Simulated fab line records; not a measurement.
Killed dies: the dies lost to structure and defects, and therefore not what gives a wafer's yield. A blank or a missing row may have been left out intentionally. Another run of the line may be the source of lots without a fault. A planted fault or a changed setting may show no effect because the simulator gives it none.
fab line records | flow gf180mcu | part 1 of 2: steps 1 to 24 of 36
record: lots: 5 wafers: 15 last-day: 34
route steps=602 shown DUAL_GATE@153 POLY_GATE@157 HV_LDD@176
lots untouched by any fault: they come from a run of this same line in which no faults occurred
start-h: hours from the record's first day to the start of the lot's first wafer shown | wait-h: how many hours have passed since the lot's step before this one | " same as the row above | L1.1+2: one row covering several wafers at once | - no value, or no start was given | * or withheld: withheld | < > ~ a bound
route shown NAME@n: a module of which the file shows steps, and the number in the route of the first | usual: the fault-free wafers' mean and standard deviation | same: alike in all rows | chamber/n: place in a boat | sites: each site's reading | _std_site: the values' standard deviation | _edge_site: inner sites' mean taken away from outer sites' mean | radius-mm: how far each site lies from the wafer's centre | mask NAME#n: copy n | behind: the tool/chamber that last shaped the wafer | hold: what put the lot on hold/how long, in hours/how the hold closed | device: names the non-switching transistor (n, p or np) | end of line: tests of these same wafers at the route's end | a step without rows: its recipe alone | killed: not the wafer's yield, but the dies lost to structure and defects at the first sort | map: the dies of a wafer, with x for killed, . for not killed, _ for no die there
set.NAME: the setting the step ran with; set.NAME@STEP: the setting that earlier step ran with | model.NAME: the simulator's own value behind a step, which no gauge read
lots at selected steps of the route; one table per step, one row per wafer
services: when a tool's chamber went out of use (start-h, in hours from the record's first day, below 0 if earlier), for how many hours, and the reason
== steps ==
step: GF_DUAL_GATE_WET_ETCH_12
recipe: chemistry: dHF target-depth-nm: 13 dry: n2-spin target: SiO2 temp-c: 25 dilution: 100:1 time-s: 260
usual: temp-c: 25.01/0.092
columns lot.wafer tool chamber start-h wait-h temp-c
L081.2 wet-bench-01 3 222.64 0.0 25.04
L081.3 " 3 " " 25.02
L081.5 " 3 " " 24.90
L086.2 wet-bench-03 0 256.85 0.0 24.94
L086.5 " 0 " " 25.06
L086.6 " 0 " " 24.98
L088.1 wet-bench-01 2 270.24 0.0 25.19
L088.3 " 2 " " 25.12
L088.5 " 2 " " 25.09
L096.1 wet-bench-02 1 325.29 0.0 24.86
L096.2 " 1 " " 25.12
L096.6 " 1 " " 25.08
L097.3 wet-bench-02 3 339.59 0.0 24.93
L097.5 " 3 " " 24.78
L097.6 " 3 " " 24.72
step: GF_DUAL_GATE_STRIP_13
recipe: chemistry: O2/N2 power-w: 1400 pressure-mtorr: 1500 platen-temp-c: 250 o2-flow-sccm: 3000 n2-flow-sccm: 300 overash-fraction: 0.5
usual: drypump-motor-current-A: 5.7/0.51 heater-power-w: 340/41 oes-product-au: 0.716/0.0045 strip-time-to-endpoint-s: 12.62/0.03
columns lot.wafer tool chamber start-h wait-h drypump-motor-current-A heater-power-w oes-product-au rf-hours-counter-h strip-time-to-endpoint-s
L081.2 plasma-asher-04 0 222.72 0.0 5.2 313 0.717 57 12.68
L081.3 " 1 " " 5.4 369 0.719 - 12.72
L081.5 " 1 " " 5.4 382 0.721 - 12.68
L086.2 plasma-asher-03 0 256.93 0.0 6.4 329 0.714 47 12.57
L086.5 " 1 " " 5.2 283 0.718 - 12.58
L086.6 " 0 " " 6.4 325 0.718 - 12.60
L088.1 plasma-asher-03 0 270.32 0.0 6.4 321 0.715 49 12.62
L088.3 " 0 " " 6.4 324 0.711 - 12.59
L088.5 " 0 " " 6.4 328 0.716 - 12.62
L096.1 plasma-asher-04 1 325.37 0.0 5.4 368 0.709 68 12.59
L096.2 " 0 " " 5.2 307 0.716 68 12.58
L096.6 " 0 " " 5.1 316 0.723 - 12.58
L097.3 plasma-asher-03 0 339.70 0.0 6.4 329 0.708 - 12.59
L097.5 " 1 " " 5.2 288 0.722 - 12.59
L097.6 " 0 " " 6.4 333 0.718 - 12.61
step: GF_DUAL_GATE_CLEAN_14
recipe: chemistry: SC1/SC2 mix: 1:4:20 temp-c: 70 time-s: 150 dry: n2-spin
usual: temp-c: 69.97/0.12
columns lot.wafer tool chamber start-h wait-h temp-c
L081.2 wet-bench-02 0 222.82 0.1 69.98
L081.3 " 0 " " 69.85
L081.5 " 0 " " 69.80
L086.2 wet-bench-01 2 257.03 0.1 69.88
L086.5 " 2 " " 70.10
L086.6 " 2 " " 70.11
L088.1 wet-bench-02 3 270.42 0.1 70.01
L088.3 " 3 " " 69.94
L088.5 " 3 " " 70.05
L096.1 wet-bench-03 1 325.47 0.1 69.98
L096.2 " 1 " " 69.98
L096.6 " 1 " " 69.71
L097.3 wet-bench-03 2 339.77 0.0 70.19
L097.5 " 2 " " 69.96
L097.6 " 2 " " 70.19
step: GF_DUAL_GATE_OXIDATION_15
recipe: temp-c: 850 ambient: O2 stabilise-s: 600 purge-s: 300 target-thk-a: 70.98 ox-time-s: 1995
usual: spike-tc-bottom-C: 869.6/0.93 spike-tc-centre-C: 850.3/1.6 tube-center-temp-C: 850/0.076 zone-power-centre-pct: 15.7/1.8
columns lot.wafer tool chamber start-h wait-h spike-tc-bottom-C spike-tc-centre-C tube-center-temp-C zone-power-centre-pct
L081.2 furnace-01 0 225.51 2.6 869.2 851.9 849.98 14.5
L081.3 " 0 " " 869.3 851.4 850.1 14.3
L081.5 " 0 " " 870.5 851.7 849.95 14.6
L086.2 furnace-01 0 257.27 0.2 871.0 850.5 849.94 14.2
L086.5 " 0 " " 870.3 849.8 850.28 14.4
L086.6 " 0 " " 869.5 850.3 849.92 14.6
L088.1 furnace-01 0 272.05 1.6 868.2 850.4 849.95 14.6
L088.3 " 0 " " 869.6 853.4 849.89 14.3
L088.5 " 0 " " 869.4 849.9 850.08 14.2
L096.1 furnace-01 0 325.52 0.0 871.0 851.1 849.95 14.2
L096.2 " 0 " " 870.7 851.0 850.06 14.4
L096.6 " 0 " " 869.6 850.8 850.04 14.7
L097.3 furnace-02 0 339.82 0.0 869.6 849.1 849.9 18.1
L097.5 " 0 " " 868.9 847.0 850.02 18.4
L097.6 " 0 " " 871.8 847.7 849.98 18.4
step: GF_POLY_GATE_CVD_00
recipe: material: poly-Si target-thk-nm: 200 temp-c: 620 time-s: 1200 pressure-mtorr: 200
usual: spike-tc-bottom-C: 640/4.4 spike-tc-centre-C: 620.4/1.4 susceptor-temp-C: 619.97/0.29 zone-power-centre-pct: 9.1/0.65
columns lot.wafer tool chamber start-h wait-h spike-tc-bottom-C spike-tc-centre-C susceptor-temp-C zone-power-centre-pct
L081.2 lpcvd-01 0 227.06 0.0 635 623.1 619.68 9.3
L081.3 " 0 " " 636 620.1 619.94 9.1
L081.5 " 0 " " 635 621.6 620.34 9.2
L086.2 lpcvd-01 0 258.82 0.0 639 620.2 619.69 9.4
L086.5 " 0 " " 636 620.5 619.95 9.3
L086.6 " 0 " " 635 620.2 620.39 9.3
L088.1 lpcvd-02 0 274.03 0.4 640 620.0 619.58 9.4
L088.3 " 0 " " 641 622.5 619.87 9.4
L088.5 " 0 " " 640 622.4 620.31 9.4
L096.1 lpcvd-01 0 327.08 0.0 635 620.7 620.08 9.3
L096.2 " 0 " " 634 618.9 620.05 9.4
L096.6 " 0 " " 637 622.5 620.00 9.4
L097.3 lpcvd-01 0 341.37 0.0 634 621.2 620.13 9.2
L097.5 " 0 " " 637 620.3 620.52 9.4
L097.6 " 0 " " 635 620.8 620.36 9.2
step: GF_POLY_GATE_THK_MEAS_01
recipe: reads: poly-Si_of_POLY_GATE_CVD_00
usual: POLY_GATE_CVD_00_THK: 199.9/1.8
columns lot.wafer tool chamber start-h wait-h POLY_GATE_CVD_00_THK[nm]
L081.2 film-metro-02 - 228.41 0.0 200.7
L081.3 " - " " 200.1
L081.5 " - " " 199.8
L086.2 film-metro-01 - 260.17 0.0 198.5
L086.5 " - " " 199.5
L086.6 " - " " 198.2
L088.1 film-metro-02 - 275.36 0.0 203.5
L088.3 " - " " 202.0
L088.5 " - " " 203.4
L096.1 film-metro-04 - 328.41 0.0 196.9
L096.2 " - " " 199.5
L096.6 " - " " 199.8
L097.3 film-metro-01 - 342.73 0.0 200.2
L097.5 " - " " 199.9
L097.6 " - " " 198.0
step: GF_POLY_GATE_DEHYDRATE_02
recipe: temp-c: 200 time-s: 60
columns lot.wafer tool chamber start-h wait-h
L081.2+3+5 litho-track-01 0 236.18 7.8
L086.2+5+6 litho-track-04 0 269.02 8.8
L088.1+3+5 litho-track-03 0 284.70 9.3
L096.1+2+6 litho-track-01 0 338.46 10.0
L097.3+5+6 litho-track-01 0 353.31 10.6
step: GF_POLY_GATE_HMDS_03
recipe: prime-time-s: 60 prime-temp-c: 120
usual: prime-temp-c: 120.02/0.13
same: prime-time-s: 60
columns lot.wafer tool chamber start-h wait-h prime-temp-c
L081.2 litho-track-01 0 236.33 0.1 120.08
L081.3 " 0 " " 119.93
L081.5 " 0 " " 120.02
L086.2 litho-track-04 0 269.17 0.1 120.13
L086.5 " 0 " " 120.08
L086.6 " 0 " " 119.91
L088.1 litho-track-03 0 284.85 0.1 119.75
L088.3 " 0 " " 119.87
L088.5 " 0 " " 119.96
L096.1 litho-track-01 0 338.61 0.1 120.09
L096.2 " 0 " " 120.13
L096.6 " 0 " " 120.12
L097.3 litho-track-01 0 353.46 0.1 119.77
L097.5 " 0 " " 119.78
L097.6 " 0 " " 119.75
step: GF_POLY_GATE_COAT_04
recipe: resist: BARC temp-c: withheld time-s: withheld spin-rpm: withheld resist-thk-nm: withheld
columns lot.wafer tool chamber start-h wait-h
L081.2+3+5 litho-track-01 0 236.48 0.1
L086.2+5+6 litho-track-04 0 269.32 0.1
L088.1+3+5 litho-track-03 0 285.00 0.1
L096.1+2+6 litho-track-01 0 338.76 0.1
L097.3+5+6 litho-track-01 0 353.61 0.1
step: GF_POLY_GATE_COAT_05
recipe: resist: KrF spin-rpm: withheld resist-thk-nm: 700
columns lot.wafer tool chamber start-h wait-h
L081.2+3+5 litho-track-01 0 - -
L086.2+5+6 litho-track-04 0 - -
L088.1+3+5 litho-track-03 0 - -
L096.1+2+6 litho-track-01 0 - -
L097.3+5+6 litho-track-01 0 - -
step: GF_POLY_GATE_SOFTBAKE_06
recipe: temp-c: 130 time-s: 60 resist: KrF
columns lot.wafer tool chamber start-h wait-h
L081.2+3+5 litho-track-01 0 - -
L086.2+5+6 litho-track-04 0 - -
L088.1+3+5 litho-track-03 0 - -
L096.1+2+6 litho-track-01 0 - -
L097.3+5+6 litho-track-01 0 - -
step: GF_POLY_GATE_EXPOSE_07
recipe: mask-id: Poly2 target-cd-nm: 280 na: 0.68 source-shape: conventional sigma-outer: 0.6 dose-mj: 28
usual: focus-offset-nm: 0.0/0.57 reticle-temp-C: 23.01/0.11
columns lot.wafer tool chamber start-h wait-h mask focus-offset-nm reticle-temp-C
L081.2 krf-scanner-01 0 - - Poly2#0 1.0 22.88
L081.3 " 0 " " Poly2#0 0.2 23.00
L081.5 " 0 " " Poly2#0 1.0 22.83
L086.2 krf-scanner-01 0 - - Poly2#0 -0.5 23.02
L086.5 " 0 " " Poly2#0 0.3 23.10
L086.6 " 0 " " Poly2#0 0.2 22.92
L088.1 krf-scanner-02 0 - - Poly2#0 0.3 22.90
L088.3 " 0 " " Poly2#0 0.0 23.09
L088.5 " 0 " " Poly2#0 1.0 22.85
L096.1 krf-scanner-01 0 - - Poly2#0 0.4 22.83
L096.2 " 0 " " Poly2#0 1.0 22.85
L096.6 " 0 " " Poly2#0 0.1 22.95
L097.3 krf-scanner-01 0 - - Poly2#0 -0.4 22.90
L097.5 " 0 " " Poly2#0 0.1 22.96
L097.6 " 0 " " Poly2#0 -1.0 23.11
step: GF_POLY_GATE_PEB_08
recipe: peb-temp-c: 135 peb-time-s: 90 resist: KrF
columns lot.wafer tool chamber start-h wait-h
L081.2+3+5 litho-track-03 0 - -
L086.2+5+6 litho-track-04 0 - -
L088.1+3+5 litho-track-04 0 - -
L096.1+2+6 litho-track-01 0 - -
L097.3+5+6 litho-track-03 0 - -
step: GF_POLY_GATE_DEVELOP_09
recipe: develop-time-s: 60 resist: KrF dev-temp-c: 21
columns lot.wafer tool chamber start-h wait-h
L081.2+3+5 litho-track-03 0 245.78 0.2
L086.2+5+6 litho-track-04 0 278.86 0.2
L088.1+3+5 litho-track-04 0 295.34 0.2
L096.1+2+6 litho-track-01 0 349.96 0.2
L097.3+5+6 litho-track-03 0 365.20 0.1
step: GF_POLY_GATE_CD_MEAS_10
recipe: target-cd-nm: 280
usual: cd-nm: 279.8/1.2
columns lot.wafer tool chamber start-h wait-h cd-nm
L081.2 cd-sem-02 - 245.92 0.1 280.7
L081.3 " - " " 279.5
L081.5 " - " " 280.1
L086.2 cd-sem-01 - 279.01 0.1 279.6
L086.5 " - " " 279.7
L086.6 " - " " 279.3
L088.1 cd-sem-01 - 295.49 0.1 280.2
L088.3 " - " " 280.4
L088.5 " - " " 281.6
L096.1 cd-sem-02 - 350.11 0.1 278.6
L096.2 " - " " 278.8
L096.6 " - " " 277.7
L097.3 cd-sem-02 - 365.34 0.1 281.5
L097.5 " - " " 280.3
L097.6 " - " " 280.4
step: GF_POLY_GATE_OVL_MEAS_11
usual: POLY_GATE_OVL: 2/4.6
columns lot.wafer tool chamber start-h wait-h POLY_GATE_OVL[nm]
L081.2 overlay-01 - 246.03 0.1 -1
L081.3 " - " " 2
L081.5 " - " " 1
L086.2 overlay-01 - 279.12 0.1 7
L086.5 " - " " 6
L086.6 " - " " 8
L088.1 overlay-02 - 295.61 0.1 11
L088.3 " - " " 7
L088.5 " - " " -2
L096.1 overlay-02 - 350.23 0.1 -6
L096.2 " - " " -6
L096.6 " - " " -4
L097.3 overlay-02 - 365.43 0.1 3
L097.5 " - " " 1
L097.6 " - " " -7
step: GF_POLY_GATE_ETCH_12
recipe: chemistry: N2/H2 target-depth-a: withheld overetch-a: withheld time-s: withheld target: BARC ion-energy-ev: 200 source-w: 500 bias-w: 100 pressure-mtorr: 30 n2-flow-sccm: 100 h2-flow-sccm: 200
usual: drypump-motor-current-A: 5.5/0.31 h2-flow-sccm: 199.9/0.61 oes-product-au: 0.736/0.0043 throttle-valve-pct: 13.214/0.0095
columns lot.wafer tool chamber start-h wait-h drypump-motor-current-A h2-flow-sccm oes-product-au throttle-valve-pct
L081.2 rie-diel-01 0 246.06 0.0 5.3 199.8 0.741 13.214
L081.3 " 2 " " 5.2 199.7 0.727 13.212
L081.5 " 2 " " 5.2 200.1 0.735 13.204
L086.2 rie-diel-01 3 279.15 0.0 5.2 199.6 0.735 13.210
L086.5 " 1 " " 5.5 200.4 0.745 13.206
L086.6 " 2 " " 5.2 199.4 0.735 13.218
L088.1 rie-diel-01 0 295.65 0.0 5.3 199.6 0.735 13.220
L088.3 " 3 " " 5.2 200.1 0.741 13.221
L088.5 " 0 " " 5.3 200.0 0.740 13.197
L096.1 rie-diel-01 0 350.26 0.0 5.2 200.4 0.737 13.210
L096.2 " 1 " " 5.5 199.8 0.728 13.215
L096.6 " 1 " " 5.5 199.6 0.733 13.219
L097.3 rie-diel-03 2 365.46 0.0 5.9 200.5 0.739 13.216
L097.5 " 3 " " 5.8 200.8 0.740 13.204
L097.6 " 0 " " 6.0 199.0 0.738 13.213
step: GF_POLY_GATE_ETCH_13
recipe: target: poly-Si target-depth-nm: 198.5 stop-on: SiO2 over-etch-frac: 0.403 chemistry: HBr/Cl2 icp-w: 400 bias-w: 100 pressure-mtorr: 10 HBr_flow_sccm: 150 Cl2_flow_sccm: 50 time-s: 69.6
usual: drypump-motor-current-A: 5.4/0.63 oes-product-au: 0.990/0.0081 throttle-valve-pct: 33.684/0.0096
columns lot.wafer tool chamber start-h wait-h drypump-motor-current-A oes-product-au rf-hours-counter-h throttle-valve-pct
L081.2 rie-si-01 2 246.11 - 5.3 0.999 1 33.681
L081.3 " 1 " " 4.9 0.992 53 33.688
L081.5 " 2 " " 5.3 1.007 - 33.691
L086.2 rie-si-01 3 279.20 - 5.7 0.982 4 33.689
L086.5 " 2 " " 5.3 1.010 - 33.685
L086.6 " 1 " " 4.9 0.984 - 33.688
L088.1 rie-si-01 3 295.70 - 5.7 1.002 5 33.677
L088.3 " 1 " " 4.9 0.976 53 33.689
L088.5 " 0 " " 4.7 0.995 - 33.691
L096.1 rie-si-01 2 350.31 - 5.3 0.990 2 33.686
L096.2 " 1 " " 4.9 0.971 54 33.699
L096.6 " 3 " " 5.7 0.990 - 33.699
L097.3 rie-si-01 3 365.51 - 5.6 1.001 5 33.677
L097.5 " 2 " " 5.3 0.993 - 33.677
L097.6 " 1 " " 4.9 0.976 - 33.688
step: GF_POLY_GATE_STRIP_14
recipe: chemistry: O2/N2 power-w: 1400 pressure-mtorr: 1500 platen-temp-c: 250 o2-flow-sccm: 3000 n2-flow-sccm: 300 overash-fraction: 0.5
usual: drypump-motor-current-A: 5.9/0.44 heater-power-w: 343/43 oes-product-au: 0.505/0.0045
columns lot.wafer tool chamber start-h wait-h drypump-motor-current-A heater-power-w oes-product-au rf-hours-counter-h
L081.2 plasma-asher-03 0 246.17 0.0 6.4 322 0.504 46
L081.3 " 1 " " 5.2 291 0.509 -
L081.5 " 0 " " 6.4 318 0.496 -
L086.2 plasma-asher-03 1 279.25 0.0 5.2 287 0.502 50
L086.5 " 0 " " 6.4 319 0.503 -
L086.6 " 1 " " 5.2 291 0.500 -
L088.1 plasma-asher-03 0 295.75 0.0 6.4 334 0.505 51
L088.3 " 1 " " 5.2 279 0.504 -
L088.5 " 1 " " 5.2 284 0.503 -
L096.1 plasma-asher-02 0 350.37 0.0 5.8 355 0.506 22
L096.2 " 1 " " 6.3 408 0.503 22
L096.6 " 0 " " 5.8 352 0.504 -
L097.3 plasma-asher-03 0 365.60 0.1 6.4 319 0.501 -
L097.5 " 0 " " 6.4 324 0.509 -
L097.6 " 1 " " 5.2 282 0.513 -
step: GF_POLY_GATE_CLEAN_15
recipe: chemistry: SC1/SC2 mix: 1:4:20 temp-c: 70 time-s: 150 dry: n2-spin
usual: temp-c: 70.00/0.13
columns lot.wafer tool chamber start-h wait-h temp-c
L081.2 wet-bench-02 3 246.27 0.1 69.95
L081.3 " 3 " " 70.13
L081.5 " 3 " " 69.95
L086.2 wet-bench-04 1 279.35 0.1 70.04
L086.5 " 1 " " 70.15
L086.6 " 1 " " 70.10
L088.1 wet-bench-02 1 295.85 0.1 70.23
L088.3 " 1 " " 70.21
L088.5 " 1 " " 70.04
L096.1 wet-bench-03 3 350.47 0.1 70.04
L096.2 " 3 " " 69.92
L096.6 " 3 " " 70.13
L097.3 wet-bench-02 3 365.66 0.0 69.91
L097.5 " 3 " " 69.96
L097.6 " 3 " " 69.93
step: GF_POLY_GATE_OXIDATION_16
recipe: temp-c: 850 ambient: O2 stabilise-s: 600 purge-s: 300 target-thk-a: 40 ox-time-s: 899
usual: spike-tc-bottom-C: 869.6/0.9 spike-tc-centre-C: 849.7/1.6 tube-center-temp-C: 850/0.075 zone-power-centre-pct: 17.0/1.8
columns lot.wafer tool chamber start-h wait-h spike-tc-bottom-C spike-tc-centre-C tube-center-temp-C zone-power-centre-pct
L081.2 furnace-02 0 246.32 0.0 869.8 849.3 849.94 18.4
L081.3 " 0 " " 869.2 848.2 850.1 18.5
L081.5 " 0 " " 867.9 847.2 850.01 18.5
L086.2 furnace-02 0 279.41 0.0 868.3 848.6 849.89 18.1
L086.5 " 0 " " 870.6 850.8 849.95 18.1
L086.6 " 0 " " 869.1 848.5 850.05 18.3
L088.1 furnace-01 0 296.07 0.2 870.6 852.6 849.97 14.4
L088.3 " 0 " " 869.5 850.9 850.04 14.6
L088.5 " 0 " " 869.2 851.5 850.03 14.6
L096.1 furnace-01 0 351.98 1.5 868.7 852.1 850.1 14.5
L096.2 " 0 " " 869.1 852.1 850.11 14.6
L096.6 " 0 " " 869.1 852.0 850.05 14.4
L097.3 furnace-01 0 366.51 0.8 869.5 849.3 849.98 14.2
L097.5 " 0 " " 869.8 850.8 850.04 14.5
L097.6 " 0 " " 869.3 849.5 849.95 14.5
step: GF_POLY_GATE_THK_MEAS_17
recipe: reads: SiO2_of_POLY_GATE_OXIDATION_16
usual: POLY_GATE_OXIDATION_THK: 4.02/0.088
columns lot.wafer tool chamber start-h wait-h POLY_GATE_OXIDATION_THK[nm]
L081.2 film-metro-02 - 247.58 0.0 4.00
L081.3 " - " " 3.95
L081.5 " - " " 3.88
L086.2 film-metro-04 - 280.67 0.0 3.93
L086.5 " - " " 3.92
L086.6 " - " " 3.90
L088.1 film-metro-04 - 297.32 0.0 3.99
L088.3 " - " " 4.02
L088.5 " - " " 4.08
L096.1 film-metro-01 - 353.23 0.0 3.82
L096.2 " - " " 3.95
L096.6 " - " " 3.92
L097.3 film-metro-04 - 367.78 0.0 4.16
L097.5 " - " " 4.09
L097.6 " - " " 4.01
step: GF_POLY_GATE_CD_MEAS_18
usual: cd-nm: 278.4/2.2
columns lot.wafer tool chamber start-h wait-h cd-nm
L081.2 cd-sem-01 - 247.65 0.1 280.2
L081.3 " - " " 276.8
L081.5 " - " " 280.2
L086.2 cd-sem-01 - 280.74 0.1 276.9
L086.5 " - " " 279.6
L086.6 " - " " 278.1
L088.1 cd-sem-01 - 297.38 0.1 277.1
L088.3 " - " " 275.1
L088.5 " - " " 278.7
L096.1 cd-sem-01 - 353.29 0.1 276.4
L096.2 " - " " 275.4
L096.6 " - " " 275.1
L097.3 cd-sem-02 - 367.88 0.1 279.9
L097.5 " - " " 277.9
L097.6 " - " " 277.4
step: GF_HV_LDD_DEHYDRATE_00
recipe: temp-c: 200 time-s: 60
columns lot.wafer tool chamber start-h wait-h
L081.2+3+5 litho-track-03 0 256.18 8.5
L086.2+5+6 litho-track-02 0 289.78 9.0
L088.1+3+5 litho-track-03 0 306.75 9.3
L096.1+2+6 litho-track-03 0 364.35 11.0
L097.3+5+6 litho-track-03 0 378.75 10.8
